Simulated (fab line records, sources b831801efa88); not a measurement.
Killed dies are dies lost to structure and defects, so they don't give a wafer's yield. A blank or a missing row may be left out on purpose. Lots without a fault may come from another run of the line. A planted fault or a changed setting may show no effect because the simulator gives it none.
Problem report in the 8D (eight disciplines) form, filled by code | flow gf180mcu | the parts of the form that need people (team, actions taken, sign-off) are left out

1. THE PROBLEM
cd_nm at GF_M3_CD_MEAS_14 reads a mean of 270.8 nm on 2 wafers of 2 lots; wafers without a fault read 280.5 nm with a standard deviation of 0.97. That is -10 standard deviations from the usual mean.
The step: target cd 280 nm.
First seen on wafer L980.1, day 26 10:53, on cd_sem-01. The record holds 38 wafers of 13 lots with a number at this step. Rule for "out", or "out of limits": more than 4 standard deviations from the usual mean. The other wafers with a number count as sound.

2. WHAT IT IS AND WHAT IT IS NOT
question                    | is                | is not
which readings at this step | cd_nm             | -
which lots                  | L980, L982        | L966, L967, L969, L970, L971, L973, L974, L975, L985, L986, L988
which wafers of those lots  | L980.1, L982.1    | L980.6, L982.4, L982.5
read on which gauges        | cd_sem-01         | cd_sem-02
when                        | from day 26 10:53 | up to then (25 sound wafers); but 11 sound wafers of L982, L985, L986, L988 came after

3. SUSPECTS, AND WHAT RULES EACH OUT
Counting: a tool at a process step up to the reading stays a suspect if it ran every lot that is out. Sound lots after the first of them don't rule it out here, since some wafers of a struck lot are sound.
- the gauge at GF_M3_CD_MEAS_14: kept. All the wafers that are out were read on cd_sem-01, and no step on other tools shows them out.
- krf_scanner-01 at GF_M3_EXPOSE_11 (exposes mask Metal3, target cd 280 nm): kept. It ran every lot that is out, first L980 (day 26 01:14); its last sound lot up to then is L974 (day 24 02:59).
Left after counting: krf_scanner-01 at GF_M3_EXPOSE_11, cd_sem-01 at GF_M3_CD_MEAS_14.

4. THE CAUSE (what the simulator had put in)
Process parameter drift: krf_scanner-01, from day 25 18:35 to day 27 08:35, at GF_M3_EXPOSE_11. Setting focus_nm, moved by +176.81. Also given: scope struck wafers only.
Counting left 2 suspects, and this tool is among them.

5. THE CHAIN OF EFFECTS, in route order
Each row: a reading whose mean over the struck wafers that have a number lies more than 3 standard deviations from the usual. Only readings for which the record gives a usual standard deviation are gone through. hours: the time from each lot's start at the first step in this table that gives one to its start at this step, as a median over the lots. sigmas: the change in usual standard deviations.
hours | step             | reading | usual    | on struck wafers | change | sigmas
0     | GF_M3_CD_MEAS_14 | cd_nm   | 280.5 nm | 270.8            | -9.8   | -10
Later measuring or inspecting steps at which every struck wafer that the step has a row for has a number for every such reading, and none has moved that far: GF_V3_BOW_MEAS_05.

6. WHAT WOULD HAVE CAUGHT IT SOONER
In this record the first reading out of limits at a measuring or inspecting step was taken at day 26 10:53, 16 hours after the fault began at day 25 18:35.
Of the lots that are out (2), L982 began GF_M3_EXPOSE_11 on krf_scanner-01 after day 26 10:53. A hold on the tool at that time would have spared it.
